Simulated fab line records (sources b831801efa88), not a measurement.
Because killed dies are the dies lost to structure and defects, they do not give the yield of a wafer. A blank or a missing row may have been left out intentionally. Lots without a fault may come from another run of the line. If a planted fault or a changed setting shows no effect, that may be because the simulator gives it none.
fab line records	flow sky130
[record] lots = 11	wafers = 33	lastDay = 49
route steps=708 shown METAL4@632 VIA4@642 PASSIVATION@681 PAD_OPEN@701
lots that met no fault: taken from a fault-free run of the same line
startH: hours from the record's opening day to when the first of the lot's shown wafers began	waitH: hours elapsed since this lot's preceding step	" unchanged from the row above	L1.1+2: several wafers, shown together as one row	- value missing, or start not given	* or withheld: withheld	< > ~ a bound
route shown NAME@n: names a module that has steps shown in the file, with the first one's number in the route	usual: mean/standard deviation taken from wafers without a fault	same: alike in all rows	chamber/n: place in a boat	sites: the reading at each site	_std_site: standard deviation across them	_edge_site: the outer-site mean with the inner-site mean subtracted	radiusMm: how far each site lies from the wafer's centre	mask NAME#n: copy n	behind: the most recent tool/chamber to have shaped the wafer	hold: reason for holding the lot/hours on hold/outcome of the hold	device: whichever transistor did not switch (one of n, p or np)	end of line: tests of these same wafers at the route's end	for a step that has no rows: nothing shown but its recipe	killed: not the wafer's yield, but the dies lost to structure and defects at the first sort	map: dies across one wafer; x = killed, . = not, _ = none there
set.NAME: the setting the step ran with; set.NAME@STEP: the setting that earlier step ran with	model.NAME: the simulator's own value behind a step, which no gauge read
the route's steps for a sample of lots (tables are steps, rows are wafers)
services: from which hour (startH, from the record's first day; less than 0 if before it) a tool's chamber was out of use, for how many hours, and why
[[steps]]
[step SKY_METAL4_ETCH_16]
[recipe] chemistry = N2/H2	target = BARC	ionEnergyEv = 200	biasW = 100	pressureMtorr = 30	n2FlowSccm = 100	h2FlowSccm = 200	icpW = 500	stopOn = SiO2	timeS = 88.2	targetDepthA = 600
[usual] drypumpMotorCurrentA = 5.7/0.42	h2FlowSccm = 200.0/0.59	oesProductAu = 0.626/0.0044	throttleValvePct = 13.205/0.0088
lot.wafer	tool	chamber	startH	waitH	drypumpMotorCurrentA	h2FlowSccm	oesProductAu	rfHoursCounterH	throttleValvePct
L368.2	rieMetal-01	0	974.36	0.0	6.3	201.1	0.626	13	13.215
L368.3	"	0	"	"	6.3	200.6	0.627	-	13.209
L368.4	"	1	"	"	5.4	199.7	0.620	-	13.221
L370.2	rieMetal-01	0	1001.42	0.0	6.3	198.5	0.631	14	13.207
L370.3	"	1	"	"	5.4	200.0	0.624	-	13.211
L370.5	"	0	"	"	6.3	198.7	0.627	-	13.196
L371.1	rieMetal-01	1	1005.82	0.0	5.3	201.2	0.625	16	13.212
L371.4	"	0	"	"	6.3	201.5	0.628	-	13.198
L371.5	"	0	"	"	6.3	199.7	0.621	-	13.199
L376.2	rieMetal-01	0	1042.57	0.0	6.3	200.6	0.614	17	13.207
L376.5	"	0	"	"	6.3	200.4	0.640	-	13.188
L376.6	"	1	"	"	5.3	200.9	0.625	-	13.226
L377.3	rieMetal-03	0	1047.74	0.0	5.2	201.2	0.628	-	13.205
L377.4	"	1	"	"	6.2	200.3	0.628	-	13.201
L377.6	"	1	"	"	6.2	200.3	0.634	-	13.207
L379.3	rieMetal-04	0	1054.04	0.0	5.9	200.3	0.622	-	13.204
L379.5	"	0	"	"	5.8	199.9	0.626	-	13.207
L379.6	"	1	"	"	5.4	199.2	0.624	-	13.200
L378.3	rieMetal-04	0	1055.30	0.0	5.8	199.7	0.625	-	13.212
L378.5	"	1	"	"	5.4	200.3	0.631	-	13.208
L378.6	"	0	"	"	5.8	199.5	0.622	-	13.197
L382.2	rieMetal-03	1	1077.46	0.0	6.2	200.5	0.630	7	13.193
L382.3	"	0	"	"	5.2	199.2	0.631	-	13.194
L382.6	"	0	"	"	5.2	199.8	0.618	-	13.216
L384.1	rieMetal-04	0	1095.87	0.0	5.8	198.6	0.622	16	13.210
L384.2	"	1	"	"	5.4	199.7	0.627	21	13.204
L384.5	"	1	"	"	5.4	199.2	0.627	-	13.193
L386.2	rieMetal-03	1	1096.52	0.0	6.2	199.9	0.626	8	13.197
L386.3	"	0	"	"	5.2	199.2	0.628	-	13.191
L386.4	"	1	"	"	6.2	200.0	0.625	-	13.201
L388.1	rieMetal-03	0	1108.57	0.0	5.2	200.3	0.626	23	13.213
L388.5	"	1	"	"	6.2	201.2	0.629	-	13.202
L388.6	"	0	"	"	5.2	200.6	0.631	-	13.219
[step SKY_VIA4_BOW_MEAS_03]
[recipe] mode = bow
[usual] VIA4_BOW = 79/9.4
lot.wafer	tool	chamber	startH	waitH	VIA4_BOW[um]
L368.2	filmMetro-04	-	975.81	0.2	79
L368.3	"	-	"	"	73
L368.4	"	-	"	"	71
L370.2	filmMetro-04	-	1002.95	0.2	76
L370.3	"	-	"	"	74
L370.5	"	-	"	"	78
L371.1	filmMetro-02	-	1007.25	0.1	74
L371.4	"	-	"	"	88
L371.5	"	-	"	"	90
L376.2	filmMetro-03	-	1044.05	0.2	74
L376.5	"	-	"	"	62
L376.6	"	-	"	"	73
L377.3	filmMetro-04	-	1049.17	0.2	71
L377.4	"	-	"	"	59
L377.6	"	-	"	"	84
L379.3	filmMetro-03	-	1055.50	0.3	92
L379.5	"	-	"	"	85
L379.6	"	-	"	"	89
L378.3	filmMetro-04	-	1056.73	0.1	53
L378.5	"	-	"	"	87
L378.6	"	-	"	"	82
L382.2	filmMetro-02	-	1078.92	0.3	73
L382.3	"	-	"	"	84
L382.6	"	-	"	"	85
L384.1	filmMetro-02	-	1097.30	0.2	59
L384.2	"	-	"	"	64
L384.5	"	-	"	"	60
L386.2	filmMetro-03	-	1098.22	0.2	69
L386.3	"	-	"	"	87
L386.4	"	-	"	"	79
L388.1	filmMetro-04	-	1110.06	0.1	69
L388.5	"	-	"	"	67
L388.6	"	-	"	"	65
[step SKY_PASSIVATION_CVD_00]
[recipe] material = SiO2	targetThkNm = 90	tempC = 400	timeS = withheld	rfW = 600
[usual] heaterPowerW = 679/110
lot.wafer	tool	chamber	startH	waitH	heaterPowerW
L368.2	pecvd-03	0	1024.49	0.0	712
L368.3	"	1	"	"	721
L368.4	"	1	"	"	750
L370.2	pecvd-03	1	1050.19	0.0	769
L370.3	"	0	"	"	750
L370.5	"	2	"	"	784
L371.1	pecvd-03	1	1053.88	0.0	792
L371.4	"	2	"	"	760
L371.5	"	0	"	"	663
L376.2	pecvd-01	2	1088.67	0.0	714
L376.5	"	1	"	"	426
L376.6	"	2	"	"	744
L377.3	pecvd-03	0	1093.45	0.0	782
L377.4	"	1	"	"	699
L377.6	"	0	"	"	762
L379.3	pecvd-03	0	1098.93	0.0	773
L379.5	"	2	"	"	760
L379.6	"	0	"	"	755
L378.3	pecvd-02	0	1101.05	0.0	663
L378.5	"	2	"	"	744
L378.6	"	0	"	"	674
L382.2	pecvd-01	2	1121.49	0.0	784
L382.3	"	1	"	"	447
L382.6	"	2	"	"	794
L384.1	pecvd-03	1	1138.55	0.0	752
L384.2	"	2	"	"	826
L384.5	"	2	"	"	656
L386.2	pecvd-03	2	1138.85	0.0	739
L386.3	"	1	"	"	746
L386.4	"	2	"	"	753
L388.1	pecvd-01	1	1150.69	0.0	421
L388.5	"	1	"	"	434
L388.6	"	2	"	"	693
[step SKY_PASSIVATION_THK_MEAS_01]
[recipe] reads = SiO2_of_PASSIVATION_CVD_00
[usual] PASSIVATION_CVD_00_THK = 90.3/1.3
lot.wafer	tool	chamber	startH	waitH	PASSIVATION_CVD_00_THK[nm]
L368.2	filmMetro-01	-	1024.52	-	90.2
L368.3	"	-	"	"	90.7
L368.4	"	-	"	"	91.8
L370.2	filmMetro-03	-	1050.22	-	91.5
L370.3	"	-	"	"	91.3
L370.5	"	-	"	"	91.0
L371.1	filmMetro-01	-	1053.90	-	90.5
L371.4	"	-	"	"	91.2
L371.5	"	-	"	"	92.1
L376.2	filmMetro-04	-	1088.71	-	88.2
L376.5	"	-	"	"	88.8
L376.6	"	-	"	"	90.7
L377.3	filmMetro-03	-	1093.50	-	91.3
L377.4	"	-	"	"	91.4
L377.6	"	-	"	"	91.8
L379.3	filmMetro-04	-	1098.97	-	89.3
L379.5	"	-	"	"	91.0
L379.6	"	-	"	"	90.9
L378.3	filmMetro-03	-	1101.09	-	88.9
L378.5	"	-	"	"	88.6
L378.6	"	-	"	"	89.8
L382.2	filmMetro-03	-	1121.52	-	90.0
L382.3	"	-	"	"	90.3
L382.6	"	-	"	"	91.5
L384.1	filmMetro-01	-	1138.57	-	76.3
L384.2	"	-	"	"	75.2
L384.5	"	-	"	"	77.5
L386.2	filmMetro-04	-	1138.88	-	76.6
L386.3	"	-	"	"	78.8
L386.4	"	-	"	"	77.5
L388.1	filmMetro-04	-	1150.71	-	90.2
L388.5	"	-	"	"	91.5
L388.6	"	-	"	"	91.5
[step SKY_PAD_OPEN_ETCH_07]
[recipe] chemistry = CF4/O2	targetDepthNm = 725	stopOn = AlCu	sourceW = 800	biasW = 150	pressureMtorr = 150	cf4FlowSccm = 80	O2_flow_sccm = 10	timeS = 161.1
[usual] drypumpMotorCurrentA = 5.8/0.56	oesProductAu = 0.973/0.0078	throttleValvePct = 5.963/0.0082
lot.wafer	tool	chamber	startH	waitH	drypumpMotorCurrentA	oesProductAu	rfHoursCounterH	throttleValvePct
L368.2	rieDiel-04	1	1068.73	-	5.6	0.965	20	5.974
L368.3	"	2	"	"	6.0	0.969	18	5.968
L368.4	"	3	"	"	5.8	0.961	21	5.973
L370.2	rieDiel-04	0	1091.98	-	4.9	0.975	20	5.978
L370.3	"	3	"	"	5.8	0.976	21	5.981
L370.5	"	2	"	"	6.0	0.979	-	5.956
L371.1	rieDiel-02	3	1096.02	-	5.0	0.973	19	5.957
L371.4	"	1	"	"	6.0	0.980	20	5.962
L371.5	"	3	"	"	5.0	0.968	-	5.954
L376.2	rieDiel-02	2	1128.13	-	5.1	0.976	23	5.966
L376.5	"	3	"	"	5.0	0.972	-	5.953
L376.6	"	0	"	"	6.7	0.983	-	5.961
L377.3	rieDiel-01	0	1133.23	-	6.1	0.979	20	5.969
L377.4	"	3	"	"	5.9	0.985	20	5.974
L377.6	"	3	"	"	5.9	0.988	-	5.951
L379.3	rieDiel-02	2	1138.32	-	5.1	0.967	24	5.975
L379.5	"	2	"	"	5.1	0.971	-	5.957
L379.6	"	3	"	"	5.0	0.983	-	5.967
L378.3	rieDiel-02	1	1140.12	-	6.0	0.974	22	5.953
L378.5	"	3	"	"	5.1	0.971	-	5.959
L378.6	"	0	"	"	6.7	0.982	-	5.954
L382.2	rieDiel-02	3	1159.03	-	5.0	0.972	23	5.946
L382.3	"	1	"	"	6.0	0.983	24	5.978
L382.6	"	1	"	"	6.0	0.992	-	5.971
L384.1	rieDiel-01	1	1174.63	-	5.6	0.953	15	5.949
L384.2	"	0	"	"	6.1	0.947	22	5.956
L384.5	"	0	"	"	6.1	0.946	-	5.955
L386.2	rieDiel-02	3	1175.03	-	5.0	0.954	23	5.967
L386.3	"	2	"	"	5.1	0.953	26	5.945
L386.4	"	1	"	"	6.0	0.963	24	5.947
L388.1	rieDiel-02	3	1184.53	-	5.1	0.966	24	5.960
L388.5	"	0	"	"	6.7	0.982	-	5.939
L388.6	"	3	"	"	5.0	0.982	-	5.966
[step SKY_PAD_OPEN_PROBE_99]
[usual] defectLimitedYield = 82.7/1.8	killed_at_M0_to_M3 = 42/7.5	killed_at_M4_up = 3.2/1.7	killedAtContacts = 24/5.1	killedAtFrontEnd = 15/4.1	killedAtOther = 0.3/0.58	killedDies = 85/8.9	killedOpen = 46/6.4	killedShort = 39/6	sort_bin_3_pad_short = 0.9/0.4	sort_bin_5_function = 10.1/1.6	sort_bin_6_memory = 6.3/1	sortNPass = 407/9	sortYieldPct = 82.7/1.8
[same] grossDies = 492	killedAtBackSide = 0	sort_bin_4_leakage[%] = 0	sort_bin_8_speed[%] = 0
lot.wafer	tool	chamber	startH	waitH	defectLimitedYield[%]	killed_at_M0_to_M3	killed_at_M4_up	killedAtContacts	killedAtFrontEnd	killedAtOther	killedDies	killedOpen	killedShort	sort_bin_3_pad_short[%]	sort_bin_5_function[%]	sort_bin_6_memory[%]	sortNPass	sortYieldPct[%]
L370.2	prober-01	-	1094.40	0.1	81.1	49	1	21	22	0	93	38	55	1.6	10.8	6.5	399	81.1
L370.3	prober-01	-	1094.45	0.2	80.1	45	3	23	26	1	98	54	44	1.0	12.0	6.9	394	80.1
L370.5	prober-01	-	1094.55	0.2	80.7	53	0	22	20	0	95	59	36	0.8	9.8	8.7	397	80.7
L377.3	prober-02	-	1136.14	0.2	80.1	44	6	31	16	1	98	50	47	1.2	13.2	5.5	394	80.1
L377.4	prober-02	-	1136.19	0.2	81.9	35	4	30	20	0	89	51	38	2.0	9.8	6.3	403	81.9
L377.6	prober-02	-	1136.29	0.2	81.9	38	6	31	13	1	89	57	32	0.6	12.0	5.5	403	81.9
L379.3	prober-01	-	1140.74	0.2	80.9	45	2	32	15	0	94	55	39	1.0	12.0	6.1	398	80.9
L379.5	prober-01	-	1140.84	0.2	82.3	47	3	23	14	0	87	47	40	1.0	10.2	6.5	405	82.3
L379.6	prober-01	-	1140.89	0.2	81.9	45	1	29	14	0	89	46	43	1.4	10.0	6.7	403	81.9
L378.3	prober-02	-	1142.54	0.2	84.1	28	2	26	22	0	78	43	35	1.0	7.7	7.1	414	84.1
L378.5	prober-02	-	1142.64	0.2	85.2	32	4	23	14	0	73	33	40	0.8	7.5	6.5	419	85.2
L378.6	prober-02	-	1142.69	0.2	85.0	33	4	24	13	0	74	36	38	0.6	9.1	5.3	418	85.0
L382.2	prober-01	-	1161.40	0.1	82.1	40	5	24	18	1	88	51	37	1.2	9.1	7.5	404	82.1
L382.3	prober-01	-	1161.45	0.2	80.9	46	0	30	18	0	94	50	44	1.6	12.0	5.5	398	80.9
L382.6	prober-01	-	1161.60	0.2	78.5	63	4	28	11	0	106	66	39	1.4	12.8	7.3	386	78.5
L388.1	prober-02	-	1186.85	0.1	80.7	52	9	19	14	1	95	44	50	0.8	10.0	8.5	397	80.7
L388.5	prober-02	-	1187.05	0.2	83.3	41	2	25	14	0	82	42	40	1.6	9.3	5.7	410	83.3
L388.6	prober-02	-	1187.10	0.2	83.3	41	4	27	10	0	82	45	37	0.8	8.9	6.9	410	83.3
// killed by level:class
L370.2 VIA1:geometricParticle:short=12 POLY_GATE:geometricParticle:short=11 METAL2:geometricParticle:short=11 CONTACT:geometricParticle:open=8 LI_CONTACT:geometricParticle:open=7 VIA3:geometricParticle:open=6 FIELD_ISO:geometricParticle:short=5 CONTACT:geometricParticle:short=5
L370.3 VIA1:geometricParticle:open=13 LI_CONTACT:geometricParticle:open=8 FIELD_ISO:geometricParticle:short=7 VIA2:geometricParticle:open=7 CONTACT:geometricParticle:open=6 FIELD_ISO:geometricParticle:open=5 POLY_GATE:geometricParticle:open=5 CONTACT:geometricParticle:short=5
L370.5 VIA1:geometricParticle:open=14 CONTACT:geometricParticle:open=13 FIELD_ISO:geometricParticle:open=10 LI_CONTACT:geometricParticle:open=9 METAL2:geometricParticle:short=8 VIA3:geometricParticle:open=8 VIA1:geometricParticle:short=7 METAL1:geometricParticle:short=6
L377.3 CONTACT:geometricParticle:open=10 VIA3:geometricParticle:open=10 LI_CONTACT:geometricParticle:open=6 CONTACT:geometricParticle:short=6 VIA1:geometricParticle:open=6 METAL2:geometricParticle:short=6 METAL4:geometricParticle:short=5 LI_CONTACT:geometricParticle:short=5
L377.4 CONTACT:geometricParticle:open=14 VIA1:geometricParticle:open=9 LI_CONTACT:geometricParticle:open=8 VIA2:geometricParticle:open=6 FIELD_ISO:geometricParticle:short=5 POLY_GATE:geometricParticle:short=5 CONTACT:geometricParticle:short=4 METAL4:geometricParticle:short=4
L377.6 CONTACT:geometricParticle:open=12 VIA1:geometricParticle:open=10 LI_CONTACT:geometricParticle:open=9 METAL2:geometricParticle:short=8 VIA2:geometricParticle:open=7 FIELD_ISO:geometricParticle:open=4 CONTACT:geometricParticle:short=4 METAL1:geometricParticle:short=4
L379.3 CONTACT:geometricParticle:open=15 LI_CONTACT:geometricParticle:open=12 VIA1:geometricParticle:open=11 METAL1:geometricParticle:short=7 FIELD_ISO:geometricParticle:short=6 VIA3:geometricParticle:open=5 VIA2:geometricParticle:open=5 VIA1:geometricParticle:short=5
L379.5 VIA1:geometricParticle:open=10 CONTACT:geometricParticle:open=7 LI_CONTACT:geometricParticle:open=6 LI_CONTACT:geometricParticle:short=5 METAL1:geometricParticle:short=5 METAL2:geometricParticle:open=5 METAL1:geometricParticle:open=4 VIA1:geometricParticle:short=4
L379.6 VIA1:geometricParticle:open=10 CONTACT:geometricParticle:open=9 LI_CONTACT:geometricParticle:open=8 METAL2:geometricParticle:short=8 LOCAL_INTERCONNECT:geometricParticle:short=6 VIA3:geometricParticle:open=6 VIA2:geometricParticle:open=5 CONTACT:geometricParticle:short=4
L378.3 CONTACT:geometricParticle:open=11 POLY_GATE:geometricParticle:open=7 LI_CONTACT:geometricParticle:open=6 VIA1:geometricParticle:short=6 FIELD_ISO:geometricParticle:short=5 POLY_GATE:geometricParticle:short=5 VIA1:geometricParticle:open=5 VIA2:geometricParticle:open=5
L378.5 METAL1:geometricParticle:short=7 POLY_GATE:geometricParticle:open=6 CONTACT:geometricParticle:open=6 VIA2:geometricParticle:open=6 LI_CONTACT:geometricParticle:open=5 CONTACT:geometricParticle:short=5 VIA1:geometricParticle:open=5 POLY_GATE:geometricParticle:short=4
L378.6 LI_CONTACT:geometricParticle:open=10 METAL2:geometricParticle:short=6 CONTACT:geometricParticle:open=6 METAL1:geometricParticle:short=6 POLY_GATE:geometricParticle:short=5 VIA1:geometricParticle:open=5 POLY_GATE:geometricParticle:open=4 VIA2:geometricParticle:open=4
L382.2 VIA1:geometricParticle:open=14 CONTACT:geometricParticle:open=12 VIA3:geometricParticle:open=8 POLY_GATE:geometricParticle:short=6 FIELD_ISO:geometricParticle:open=5 VIA2:geometricParticle:open=5 FIELD_ISO:geometricParticle:short=4 VIA2:geometricParticle:short=4
L382.3 CONTACT:geometricParticle:open=13 VIA3:geometricParticle:open=10 VIA1:geometricParticle:open=7 METAL3:geometricParticle:short=7 LI_CONTACT:geometricParticle:open=5 LOCAL_INTERCONNECT:geometricParticle:short=5 CONTACT:geometricParticle:short=5 FIELD_ISO:geometricParticle:open=4
L382.6 LI_CONTACT:geometricParticle:open=13 VIA3:geometricParticle:open=11 VIA1:geometricParticle:open=11 CONTACT:geometricParticle:open=8 METAL2:geometricParticle:short=8 VIA2:geometricParticle:open=8 FIELD_ISO:geometricParticle:open=5 VIA1:geometricParticle:short=5
L388.1 VIA1:geometricParticle:open=14 METAL1:geometricParticle:short=6 METAL2:geometricParticle:short=6 CONTACT:geometricParticle:short=5 CONTACT:geometricParticle:open=5 VIA3:geometricParticle:short=5 METAL4:geometricParticle:short=5 POLY_GATE:geometricParticle:short=4
L388.5 METAL2:geometricParticle:short=10 CONTACT:geometricParticle:open=10 VIA3:geometricParticle:open=8 VIA1:geometricParticle:open=6 METAL1:geometricParticle:short=5 LI_CONTACT:geometricParticle:short=5 FIELD_ISO:geometricParticle:short=4 FIELD_ISO:geometricParticle:open=4
L388.6 CONTACT:geometricParticle:open=11 VIA1:geometricParticle:open=10 VIA2:geometricParticle:open=8 LI_CONTACT:geometricParticle:open=5 METAL1:geometricParticle:short=5 VIA1:geometricParticle:short=5 METAL2:geometricParticle:short=5 FIELD_ISO:geometricParticle:short=4
[[services]]
tool	chamber	startH	hours	kind
rieDiel-01	3	970.43	101.3	repair
rieDiel-04	-	974.50	15.6	pm
rieDiel-01	-	983.36	0.3	repair
rieDiel-01	1	992.21	14.2	repair
rieDiel-01	2	996.24	2.9	repair
rieDiel-02	3	996.52	7.4	repair
rieDiel-04	-	1002.56	13.0	repair
rieDiel-04	1	1005.27	23.5	repair
rieDiel-02	0	1005.39	8.9	repair
pecvd-01	-	1008.17	4.3	pm
rieDiel-04	2	1008.66	34.8	repair
pecvd-03	-	1028.97	4.3	pm
rieDiel-01	0	1038.21	2.9	repair
pecvd-03	2	1064.76	5.3	repair
pecvd-03	-	1067.93	0.9	repair
pecvd-03	-	1077.15	2.8	pm
rieMetal-04	-	1083.70	0.2	repair
rieMetal-03	0	1105.67	2.6	repair
pecvd-01	-	1129.52	14.6	pm
rieMetal-04	1	1134.59	9.0	repair
rieMetal-01	0	1141.55	5.4	repair
rieMetal-01	0	1152.32	2.0	repair
rieDiel-02	2	1157.18	10.5	repair
rieMetal-04	0	1176.67	9.4	repair
[[key]]
[firstSign] step = SKY_PASSIVATION_THK_MEAS_01	reading = PASSIVATION_CVD_00_THK	direction = down	sigmas = 10	usual = 90.3	struck = 77.0
effect none on later readings
metAt SKY_PASSIVATION_CVD_00
struckLots L384,L386
notActingAt SKY_METAL4_ETCH_16,SKY_VIA4_BOW_MEAS_03,SKY_PAD_OPEN_ETCH_07
onsetBetween 1098.93 1138.55
[fault] kind = siteProfileDrift	tool = pecvd-03	chamber = -	onsetH = 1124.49	steps = SKY_PASSIVATION_CVD_00	basis = fraction	maxAbsDrift = 0.33484	slopeSharePerHr = 74.409	sitePattern = 0,0,0,0,0,-1,-1,-1,-1
